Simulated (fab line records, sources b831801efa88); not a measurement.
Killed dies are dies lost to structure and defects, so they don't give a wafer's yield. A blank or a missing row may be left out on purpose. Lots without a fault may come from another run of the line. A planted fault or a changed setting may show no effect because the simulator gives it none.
A struck lot beside a sound one | flow sky130 | 15 steps out of a route of 708
Sound: wafers L699.1, L699.4, L699.6. Struck: wafers L703.3, L703.4, L703.6. The cause comes at the end.
At each step with rows: each side's tool, then ch and its chambers, then its first start. Under that, the readings that differ: sound wafers | struck wafers | difference of the means | sigmas: that difference in standard deviations of wafers without a fault.
alike: readings whose means differ by less than 2 such deviations, and words and numbers that are the same on both sides. not compared: withheld readings, readings that some wafer has no value for, bounds like >300 that may hide the same value, and numbers for which the record gives no deviation and whose values overlap.
The two part at a step that has a row with sigmas, a row that says differs or no value, or rows on one side only. Numbers that don't overlap but have no deviation are shown without sigmas and don't part them. A reading that every wafer of one side lacks parts them only if that side has two wafers or more.

first, 5 steps without rows for these wafers: SKY_SD_P_COAT_02 (resist thk 1140 nm); SKY_SD_P_SOFTBAKE_03 (time 60 s); SKY_SD_P_EXPOSE_04 (exposes mask PSDM, target cd 380 nm); SKY_SD_P_PEB_05; SKY_SD_P_DEVELOP_06 (develop time 60 s).
SKY_SD_P_CD_MEAS_07: target cd 380 nm.
  sound on cd_sem-02, day 25 06:46; struck on cd_sem-01, day 26 15:52
  alike: cd_nm
SKY_SD_P_OVL_MEAS_08:
  sound on overlay-02, day 25 06:53; struck on overlay-01, day 26 15:58
  alike: SD_P_OVL
then, 1 step without rows for these wafers: SKY_SD_P_IMPLANT_09.
SKY_SD_P_STRIP_10: strips in O2/N2.
  sound on plasma_asher-03 ch 1, day 25 07:05; struck on plasma_asher-02 ch 0,1, day 26 16:10
  alike: drypump_motor_current_A, oes_product_au, strip_time_to_endpoint_s
  not compared: rf_hours_counter_h
SKY_SD_P_TW_MEAS_11:
  sound on film_metro-01, day 25 07:11; struck on film_metro-02, day 26 16:16
  alike: SD_P_TW
then, 2 steps without rows for these wafers: SKY_RES_XHIGH_DEHYDRATE_00 (time 60 s); SKY_RES_XHIGH_HMDS_01 (prime time 60 s).
SKY_RES_XHIGH_COAT_02: resist thk 1140 nm.
  sound on litho_track-01 ch 0, day 25 20:41; struck on litho_track-01, day 27 06:23
  no value came back on the struck wafers for chill_plate_temp_C (C), dispense_pressure_kPa (kPa); on the sound wafers chill_plate_temp_C (C) reads 23.01 22.98 22.82
then, 1 step without rows for these wafers: SKY_RES_XHIGH_SOFTBAKE_03 (time 60 s).
-- the record jumps here: 19 days lie between the struck wafers' starts before and after (it left off in module RES_XHIGH and takes up again in module PAD_OPEN, whose first step shown is number 708 of the route) --
SKY_PAD_OPEN_PROBE_99:
  sound on prober-02, day 45 15:37; struck on prober-02, day 46 16:56
  reading         | sound     | struck      | difference | sigmas
  killed_at_other | 0 0 1     | 404 403 400 | +402       | +99 or more
  killed_dies     | 93 88 103 | 492 492 492 | +397       | +42
  killed_on_rim   | 16 15 16  | 96 96 96    | +80        | +22
  alike: killed_at_M0_to_M3, killed_at_M4_up, killed_at_contacts, killed_at_front_end, killed_open, killed_short

WHERE THEY PART
First at SKY_RES_XHIGH_COAT_02; last, within this record, at SKY_PAD_OPEN_PROBE_99.

WHY: what the simulator had put in
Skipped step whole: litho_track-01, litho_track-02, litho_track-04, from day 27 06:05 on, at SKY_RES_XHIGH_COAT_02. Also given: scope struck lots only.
